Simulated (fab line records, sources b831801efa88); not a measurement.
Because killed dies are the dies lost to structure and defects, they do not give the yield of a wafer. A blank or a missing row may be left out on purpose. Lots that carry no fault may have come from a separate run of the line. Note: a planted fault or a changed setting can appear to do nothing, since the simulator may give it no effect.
Chamber matching    flow gf180mcu    GF_V2_ETCH_16 on rie-diel-02: 4 sister chambers
The step etches BARC in N2/H2. 8 wafers are shown with their chamber, then 11 later ones without.

WAFERS WITH THEIR CHAMBER
wafer   chamber  drypump-motor-current-A (A)  throttle-valve-pct (%)
L080.1  1        4.8                          13.222
L081.3  1        4.8                          13.221
L082.2  2        5.6                          13.229
L084.5  3        5.1                          13.235
L090.3  2        5.7                          13.222
L090.4  0        5.8                          13.225
L090.5  3        5.1                          13.221
L095.1  0        5.8                          13.207

WAFERS WITH NO CHAMBER GIVEN
wafer   drypump-motor-current-A (A)  throttle-valve-pct (%)
L095.2  5.7                          13.221
L095.3  4.9                          13.229
L095.4  5.1                          13.227
L095.5  5.7                          13.215
L095.6  4.9                          13.225
L097.1  5.7                          13.212
L097.2  5.7                          13.219
L097.3  5.1                          13.227
L097.4  4.9                          13.233
L097.5  4.9                          13.229
L097.6  5.7                          13.231

EACH ONE'S CHAMBER
wafer   from the rows above      in truth
L095.2  can't be placed: 2 or 0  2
L095.3  1                        1
L095.4  3                        3
L095.5  can't be placed: 2 or 0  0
L095.6  1                        1
L097.1  can't be placed: 2 or 0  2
L097.2  can't be placed: 2 or 0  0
L097.3  3                        3
L097.4  1                        1
L097.5  1                        1
L097.6  can't be placed: 2 or 0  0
Placed correctly: 6 of 11. Unplaceable from these rows: 5, with the true chamber sitting among the candidates in 5. 0 placed wrongly.
How it was worked out, from the rows above alone: a wafer's distance from a chamber is the root of the sum, over the readings, of the square of ((its reading less the chamber's mean) divided by the reading's scatter). If the next closest chamber is less than 2 further off than the closest, the wafer can't be placed; otherwise it belongs to the closest. For every chamber, the mean is computed from those of its wafers that are shown. The scatter: the root of (the sum of the squares of (reading less its chamber's mean) over the shown wafers, divided by (wafers less chambers)).
